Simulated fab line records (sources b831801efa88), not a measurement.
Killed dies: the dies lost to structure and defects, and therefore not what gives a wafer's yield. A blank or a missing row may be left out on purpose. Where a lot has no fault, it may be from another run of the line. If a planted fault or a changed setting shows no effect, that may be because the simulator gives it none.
One fault seen from 2 desks || flow gf180mcu || numbers are kept per desk, each desk with only its own; the story behind them comes last

METROLOGY DESK
What the gauges read, lot by lot, whatever tool the lot ran on: means of the sampled wafers that have a number. The brackets show how far a lot's mean lies from the usual mean; more than 4 standard deviations puts the lot out of limits, marked OUT.
Columns: A = V5_CVD_00_THK at GF_V5_THK_MEAS_01, usual 300 nm; B = PASSIVATION_CVD_02_THK at GF_PASSIVATION_THK_MEAS_03, usual 696 nm
{"lot": "L670", "first seen here": "day 26 16:35", "A": 304, "B": 692}
{"lot": "L671", "first seen here": "day 26 18:05", "A": 294, "B": 693}
{"lot": "L673", "first seen here": "day 27 20:28", "A": 303, "B": 699}
{"lot": "L674", "first seen here": "day 27 21:35", "A": 303, "B": 701}
{"lot": "L677", "first seen here": "day 28 20:30", "A": 303, "B": 700}
{"lot": "L680", "first seen here": "day 29 19:12", "A": 298, "B": 667}
{"lot": "L682", "first seen here": "day 30 07:39", "A": 292, "B": "651 (-4.5) OUT"}
{"lot": "L686", "first seen here": "day 31 13:19", "A": 297, "B": 695}
{"lot": "L688", "first seen here": "day 32 01:29", "A": 300, "B": 702}
{"lot": "L689", "first seen here": "day 32 05:52", "A": 300, "B": 699}
{"lot": "L691", "first seen here": "day 32 15:07", "A": 296, "B": 694}
This desk finds L682 out of limits, with the earliest case on L682 at day 31 22:27 (PASSIVATION_CVD_02_THK at GF_PASSIVATION_THK_MEAS_03). L670, L671, L673, L674, L677, L680, L686, L688, L689, L691 stayed within limits.

THE TOOL OWNER'S DESK: pecvd-01
The tool's own readings at GF_PASSIVATION_CVD_02 (deposits Si3N4, target thk 700 nm, time 486.18 s): means of the sampled wafers that have a number, for each lot that ran on this tool. The brackets show how far a lot's mean lies from the usual mean; more than 4 standard deviations puts the lot out of limits, marked OUT.
Columns: A = heaterPowerW at GF_PASSIVATION_CVD_02, usual 737 W; B = rfFwdPowerW at GF_PASSIVATION_CVD_02, usual 449.1 W; C = susceptorTempC at GF_PASSIVATION_CVD_02, usual 399.98 C
{"lot": "L673", "first seen here": "day 29 13:34", "A": 765, "B": 450.3, "C": 399.99}
{"lot": "L674", "first seen here": "day 29 15:00", "A": 707, "B": 449.1, "C": 399.81}
{"lot": "L680", "first seen here": "day 31 11:13", "A": 800, "B": "387.8 (-51) OUT", "C": 400.00}
{"lot": "L682", "first seen here": "day 31 22:10", "A": 721, "B": "390.0 (-49) OUT", "C": 399.89}
Finding of this desk: L680, L682 out of limits; the first was L680 at day 31 11:13, on rfFwdPowerW at GF_PASSIVATION_CVD_02. L673, L674 stayed within limits.

BROUGHT TOGETHER
The tool owner's desk had the chance to raise an alarm at day 31 11:13 on L680, L682.
At day 31 22:27 the metrology desk could have sounded an alarm, on L682.
The metrology desk has L680 on record, within its limits.
On pecvd-01, each named lot ran GF_PASSIVATION_CVD_02.

WHAT WAS PUT IN BY THE SIMULATOR
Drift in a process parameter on pecvd-01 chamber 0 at GF_PASSIVATION_CVD_02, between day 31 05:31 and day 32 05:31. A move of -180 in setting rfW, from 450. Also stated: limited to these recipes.
Shown lots that were struck: L680, L682.
Time in hours from fault onset to the first out-of-limits reading at each desk: tool owner's desk 6, metrology desk 17.
